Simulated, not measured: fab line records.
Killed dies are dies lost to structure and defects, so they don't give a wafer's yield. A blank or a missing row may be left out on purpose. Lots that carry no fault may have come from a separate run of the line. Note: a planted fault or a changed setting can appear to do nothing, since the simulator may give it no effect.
Which tool is to blame? :: flow sfqLine :: 42 wafers sampled from 14 lots at 1 step of a route of 325

WHAT THE GAUGES SHOWED, per wafer
Not one reading of a measure or inspect step in the record can be checked against a usual standard deviation.

WHICH TOOL RAN EACH LOT (tool, then ch and the chambers of the sampled wafers, then the start)
lot: L588
SFQ_TRILAYER_L0_LITHO_PEB_008: lithoTrack-02 ch 0, day 4 14:37

lot: L589
SFQ_TRILAYER_L0_LITHO_PEB_008: lithoTrack-02 ch 0, day 4 17:01

lot: L590
SFQ_TRILAYER_L0_LITHO_PEB_008: lithoTrack-01 ch 0, day 5 00:13

lot: L593
SFQ_TRILAYER_L0_LITHO_PEB_008: lithoTrack-02 ch 0, day 5 20:37

lot: L595
SFQ_TRILAYER_L0_LITHO_PEB_008: lithoTrack-02 ch 0, day 7 05:28

lot: L598
SFQ_TRILAYER_L0_LITHO_PEB_008: lithoTrack-02 ch 0, day 7 19:59

lot: L599
SFQ_TRILAYER_L0_LITHO_PEB_008: lithoTrack-01 ch 0, day 8 00:47

lot: L602
SFQ_TRILAYER_L0_LITHO_PEB_008: lithoTrack-04 ch 0, day 8 18:44

lot: L604
SFQ_TRILAYER_L0_LITHO_PEB_008: lithoTrack-01 ch 0, day 9 09:11

lot: L605
SFQ_TRILAYER_L0_LITHO_PEB_008: lithoTrack-01 ch 0, day 9 16:23

lot: L606
SFQ_TRILAYER_L0_LITHO_PEB_008: lithoTrack-01 ch 0, day 9 19:56

lot: L608
SFQ_TRILAYER_L0_LITHO_PEB_008: lithoTrack-01 ch 0, day 10 09:19

lot: L610
SFQ_TRILAYER_L0_LITHO_PEB_008: lithoTrack-02 ch 0, day 10 17:40

lot: L611
SFQ_TRILAYER_L0_LITHO_PEB_008: lithoTrack-02 ch 0, day 10 21:16
- SFQ_TRILAYER_L0_LITHO_PEB_008: peb time 60 s.

AS READ BY THE TOOLS THEMSELVES (means over the sampled wafers that have a number; for cases with no such wafer, the mark the record gives instead)
SFQ_TRILAYER_L0_LITHO_PEB_008.
lot: L588
tool: lithoTrack-02
heaterPowerTotalW (W): 79.17
plateTempC (C): 115.00

lot: L589
tool: lithoTrack-02
heaterPowerTotalW (W): 79.14
plateTempC (C): 115.09

lot: L590
tool: lithoTrack-01
heaterPowerTotalW (W): 79.19
plateTempC (C): 115.11

lot: L593
tool: lithoTrack-02
heaterPowerTotalW (W): 79.14
plateTempC (C): 114.91

lot: L595
tool: lithoTrack-02
heaterPowerTotalW (W): 78.38
plateTempC (C): 114.06

lot: L598
tool: lithoTrack-02
heaterPowerTotalW (W): 78.30
plateTempC (C): 113.99

lot: L599
tool: lithoTrack-01
heaterPowerTotalW (W): 79.21
plateTempC (C): 115.08

lot: L602
tool: lithoTrack-04
heaterPowerTotalW (W): 79.24
plateTempC (C): 115.10

lot: L604
tool: lithoTrack-01
heaterPowerTotalW (W): 79.16
plateTempC (C): 114.98

lot: L605
tool: lithoTrack-01
heaterPowerTotalW (W): 79.15
plateTempC (C): 114.96

lot: L606
tool: lithoTrack-01
heaterPowerTotalW (W): 79.18
plateTempC (C): 114.91

lot: L608
tool: lithoTrack-01
heaterPowerTotalW (W): 79.14
plateTempC (C): 114.99

lot: L610
tool: lithoTrack-02
heaterPowerTotalW (W): 79.22
plateTempC (C): 115.26

lot: L611
tool: lithoTrack-02
heaterPowerTotalW (W): 79.19
plateTempC (C): 115.19

THE ANSWER, worked out from the rows above alone
Rule: what is usual is taken from the lots themselves. Put in order of their means at a reading, lots are off if they are a third of the lots or fewer, leave a main group of 4 or more, and stand apart from it by a gap of 3 or more times the standard deviation of the main group's means; of several such gaps the widest counts. A main group is skipped when, at the precision printed for the reading in the tables above, its means are all equal. A lot without any number at a reading at which 4 lots or more have one is off too. Any other lot the step has rows for is counted as sound. First the gauges in route order, then the tools' own readings, where a lot's mean is used as printed above. The first step at which some lot is off is used, and at that step the reading that is off furthest; a lot without a number counts as furthest.
Off: L595, L598 (SFQ_TRILAYER_L0_LITHO_PEB_008, heaterPowerTotalW). For the main group the mean is 79.18 W and the standard deviation 0.032.
If a tool, at that step or one of the process steps before it, ran each lot that is off and ran no sound lot following the first of them, it fits. Of those tried, none fits.

WHAT THE SIMULATOR HAD PUT IN
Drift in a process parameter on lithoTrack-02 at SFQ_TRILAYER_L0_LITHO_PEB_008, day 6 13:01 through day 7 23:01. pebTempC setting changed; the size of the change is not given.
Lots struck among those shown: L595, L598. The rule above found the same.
